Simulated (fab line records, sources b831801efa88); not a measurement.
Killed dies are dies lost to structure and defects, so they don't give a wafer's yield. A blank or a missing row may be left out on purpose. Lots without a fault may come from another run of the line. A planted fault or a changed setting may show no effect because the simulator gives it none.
Chamber matching | flow gf180mcu | GF_CONTACT_CVD_02 on pecvd-03: 3 sister chambers
The step deposits SiO2 from TEOS, target thk 860 nm, time 95.992 s. 3 wafers are shown with their chamber, then 7 later ones without.

WAFERS WITH THEIR CHAMBER
wafer  | chamber | heater_power_w (W)
L088.5 | 0       | 832
L088.6 | 2       | 623
L090.4 | 1       | 972

WAFERS WITHOUT THEIR CHAMBER
wafer  | heater_power_w (W)
L090.6 | 829
L092.1 | 685
L092.2 | 904
L092.3 | 833
L096.1 | 646
L096.3 | 846
L096.6 | 847

WHICH CHAMBER EACH WENT THROUGH
wafer  | from the rows above     | in truth
L090.6 | 0                       | 0
L092.1 | 2                       | 2
L092.2 | can't be placed: 1 or 0 | 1
L092.3 | 0                       | 0
L096.1 | 2                       | 2
L096.3 | 0                       | 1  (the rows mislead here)
L096.6 | 0                       | 0
Placed correctly: 5 of 7. Can't be placed from these rows: 1 (the true chamber is among the candidates in 1). Placed wrongly: 1.
How it was worked out, from the rows above alone: a wafer's distance from a chamber is the root of the sum, over the readings, of the square of ((its reading less the chamber's mean) divided by the reading's scatter). The wafer belongs to the nearest chamber; if the next one is less than 2 further off, it can't be placed. A chamber's mean is the mean of its shown wafers. The scatter: with one shown wafer a chamber, the root of the mean of the squares of how far each hidden wafer lies from its nearest shown one.
